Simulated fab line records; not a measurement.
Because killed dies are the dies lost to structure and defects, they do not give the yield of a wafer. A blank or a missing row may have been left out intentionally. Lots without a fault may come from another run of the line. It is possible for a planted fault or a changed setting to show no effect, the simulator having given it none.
The tool behind it: which one? | flow gf180mcu | at 1 step of a route of 602, 6 lots with 18 wafers sampled

## WHAT THE GAUGES READ, wafer by wafer
GF_HV_LDD_CD_MEAS_31 targets a cd of 400 nm.
lot  | measured     | on        | cd nm (nm)
L337 | day 12 05:49 | cd sem-02 | 402.6 399.6 400.5
L339 | day 13 00:09 | cd sem-02 | 397.3 397.9 399.6
L343 | day 14 00:38 | cd sem-01 | 400.8 401.8 403.0
L349 | day 16 03:18 | cd sem-02 | 406.5 406.3 406.7
L356 | day 18 13:11 | cd sem-01 | 397.9 398.2 396.8
L358 | day 18 23:21 | cd sem-01 | 399.7 400.8 400.7

## EACH LOT AND THE TOOL THAT RAN IT (in order: tool; ch and the chambers of the sampled wafers; start)
Before these readings, the record contains no process step.

## THE ANSWER, worked out from the rows above alone
Rule: the lots themselves supply what counts as usual. Put in order of their means at a reading, lots are off if they are a third of the lots or fewer, leave a main group of 4 or more, and stand apart from it by a gap of 3 or more times the standard deviation of the main group's means; of several such gaps the widest counts. Not used: any main group whose means are identical at the precision the tables above print for the reading. Also off: a lot with no number at a reading for which 4 or more lots have one. Where the step has rows for the other lots, those lots are counted as sound.
No lot is off on any of the readings shown, so nothing can be concluded from this.

## WHAT THE SIMULATOR HAD INSERTED
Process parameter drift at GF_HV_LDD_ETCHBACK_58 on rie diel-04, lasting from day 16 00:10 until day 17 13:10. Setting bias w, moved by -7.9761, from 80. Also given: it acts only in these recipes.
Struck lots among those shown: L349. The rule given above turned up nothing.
